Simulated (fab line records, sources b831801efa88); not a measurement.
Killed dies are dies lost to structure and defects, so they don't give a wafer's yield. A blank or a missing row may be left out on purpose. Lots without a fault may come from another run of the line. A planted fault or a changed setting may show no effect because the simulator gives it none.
Which tool did it? | flow gf180mcu | 14 lots, 42 wafers sampled, at 4 steps of a route of 602

WHAT THE GAUGES READ, wafer by wafer
GF_TOP_METAL_THK_MEAS_06: measures by xrf.
lot  | measured     | on            | TOP_METAL_ALCU_THK (nm)
L424 | day 26 13:32 | film_metro-01 | 894 892 892
L425 | day 26 15:11 | film_metro-03 | 878 886 900
L426 | day 27 10:15 | film_metro-03 | 890 897 894
L428 | day 27 17:53 | film_metro-03 | 878 886 878
L430 | day 30 06:00 | film_metro-01 | 889 883 889
L432 | day 30 10:03 | film_metro-03 | 883 878 884
L433 | day 30 13:02 | film_metro-01 | 885 875 882
L435 | day 30 14:17 | film_metro-03 | 897 903 902
L436 | day 30 15:51 | film_metro-02 | 892 901 904
L437 | day 31 01:56 | film_metro-02 | 897 902 893
L438 | day 31 19:08 | film_metro-02 | 895 892 900
L441 | day 32 10:16 | film_metro-01 | 894 894 894
L443 | day 33 05:40 | film_metro-03 | 888 886 892
L447 | day 33 22:41 | film_metro-03 | 891 896 901

GF_TOP_METAL_CD_MEAS_14: target cd 440 nm.
lot  | measured     | on        | cd_nm (nm)
L424 | day 27 09:27 | cd_sem-02 | 442.1 442.2 443.8
L425 | day 27 10:29 | cd_sem-01 | 438.4 439.9 439.3
L426 | day 28 05:19 | cd_sem-01 | 444.9 444.4 443.1
L428 | day 28 12:40 | cd_sem-02 | 439.3 442.5 442.5
L430 | day 30 23:57 | cd_sem-01 | 438.0 439.7 440.6
L432 | day 31 03:13 | cd_sem-02 | 442.1 442.2 443.0
L433 | day 31 06:32 | cd_sem-02 | 440.0 442.5 442.6
L435 | day 31 07:44 | cd_sem-02 | 440.5 440.9 441.7
L436 | day 31 09:07 | cd_sem-01 | 437.9 439.3 440.2
L437 | day 31 19:53 | cd_sem-02 | 438.0 437.3 438.5
L438 | day 32 12:08 | cd_sem-01 | 440.1 440.7 437.8
L441 | day 33 01:39 | cd_sem-01 | 445.0 442.1 441.9
L443 | day 33 20:56 | cd_sem-01 | 439.7 439.7 439.5
L447 | day 34 13:03 | cd_sem-01 | 439.3 438.6 441.9

WHICH TOOL RAN EACH LOT (tool, then ch and the chambers of the sampled wafers, then the start)
lot  | GF_POLY_GATE_STRIP_14                | GF_TOP_METAL_SPUTTER_00
L424 | plasma_asher-03 ch 0,1, day 8 11:22  | pvd_sputter-01, day 26 13:11
L425 | plasma_asher-04 ch 0,1, day 8 17:11  | pvd_sputter-02, day 26 14:51
L426 | plasma_asher-03 ch 0,1, day 9 07:38  | pvd_sputter-03, day 27 09:54
L428 | plasma_asher-04 ch 0,1, day 9 16:20  | pvd_sputter-03, day 27 17:32
L430 | plasma_asher-01 ch 0,1, day 12 01:50 | pvd_sputter-03, day 30 05:39
L432 | plasma_asher-03 ch 0,1, day 12 09:39 | pvd_sputter-01, day 30 09:41
L433 | plasma_asher-01 ch 0,1, day 12 11:25 | pvd_sputter-02, day 30 12:42
L435 | plasma_asher-04 ch 0,1, day 12 12:38 | pvd_sputter-03, day 30 13:57
L436 | plasma_asher-03 ch 0,1, day 12 13:43 | pvd_sputter-02, day 30 15:30
L437 | plasma_asher-01 ch 0,1, day 12 22:22 | pvd_sputter-01, day 31 01:36
L438 | plasma_asher-03 ch 0, day 13 16:40   | pvd_sputter-03, day 31 18:48
L441 | plasma_asher-03 ch 0,1, day 14 14:21 | pvd_sputter-02, day 32 09:55
L443 | plasma_asher-03 ch 0,1, day 15 12:16 | pvd_sputter-01, day 33 05:19
L447 | plasma_asher-04 ch 0,1, day 16 11:26 | pvd_sputter-01, day 33 22:20
- GF_POLY_GATE_STRIP_14: strips in O2/N2.
- GF_TOP_METAL_SPUTTER_00: material Ti, target thk 37.5 nm, time 150 s.

WHAT THE TOOLS THEMSELVES READ (means of the sampled wafers that have a number; where no wafer has one, the mark that the record gives instead)
GF_POLY_GATE_STRIP_14.
lot  | tool            | chamber_pressure_mTorr (mTorr) | drypump_motor_current_A (A) | heater_power_w (W) | oes_product_au (a.u.)
L424 | plasma_asher-03 | 1500.1                         | 5.53                        | 260                | 0.504
L425 | plasma_asher-04 | 1500.7                         | 5.34                        | 353                | 0.510
L426 | plasma_asher-03 | 1498.6                         | 5.68                        | 253                | 0.504
L428 | plasma_asher-04 | 1500.7                         | 5.51                        | 328                | 0.509
L430 | plasma_asher-01 | 1499.3                         | 5.57                        | 336                | 0.505
L432 | plasma_asher-03 | 1498.9                         | 5.68                        | 259                | 0.508
L433 | plasma_asher-01 | 1499.4                         | 5.56                        | 322                | 0.499
L435 | plasma_asher-04 | 1499.3                         | 5.51                        | 327                | 0.508
L436 | plasma_asher-03 | 1500.5                         | 5.52                        | 261                | 0.503
L437 | plasma_asher-01 | 1500.1                         | 5.81                        | 314                | 0.506
L438 | plasma_asher-03 | 1500.2                         | 5.82                        | 258                | 0.503
L441 | plasma_asher-03 | 1499.3                         | 5.53                        | 259                | 0.504
L443 | plasma_asher-03 | 1499.8                         | 5.51                        | 260                | 0.502
L447 | plasma_asher-04 | 1499.9                         | 5.52                        | 331                | 0.502

GF_TOP_METAL_SPUTTER_00.
lot  | tool           | throttle_valve_pct (%)
L424 | pvd_sputter-01 | 29.2
L425 | pvd_sputter-02 | 29.8
L426 | pvd_sputter-03 | 30.0
L428 | pvd_sputter-03 | 30.2
L430 | pvd_sputter-03 | 30.3
L432 | pvd_sputter-01 | 29.5
L433 | pvd_sputter-02 | 30.1
L435 | pvd_sputter-03 | 29.8
L436 | pvd_sputter-02 | 30.0
L437 | pvd_sputter-01 | 29.6
L438 | pvd_sputter-03 | 29.6
L441 | pvd_sputter-02 | 29.6
L443 | pvd_sputter-01 | 28.9
L447 | pvd_sputter-01 | 29.6

THE ANSWER, worked out from the rows above alone
Rule: what is usual is taken from the lots themselves. Put in order of their means at a reading, lots are off if they are a third of the lots or fewer, leave a main group of 4 or more, and stand apart from it by a gap of 3 or more times the standard deviation of the main group's means; of several such gaps the widest counts. A main group whose means are all the same, to the digits that the tables above print for the reading, isn't used. A lot without any number at a reading at which 4 lots or more have one is off too. The other lots that the step has rows for count as sound. The gauges are gone through in route order, then the tools' own readings, and for those a lot's mean is taken as printed above. The first step at which some lot is off is used, and at that step the reading that is off furthest; a lot without a number counts as furthest.
No lot is off at any reading shown: from this, nothing can be told.

WHAT THE SIMULATOR HAD PUT IN
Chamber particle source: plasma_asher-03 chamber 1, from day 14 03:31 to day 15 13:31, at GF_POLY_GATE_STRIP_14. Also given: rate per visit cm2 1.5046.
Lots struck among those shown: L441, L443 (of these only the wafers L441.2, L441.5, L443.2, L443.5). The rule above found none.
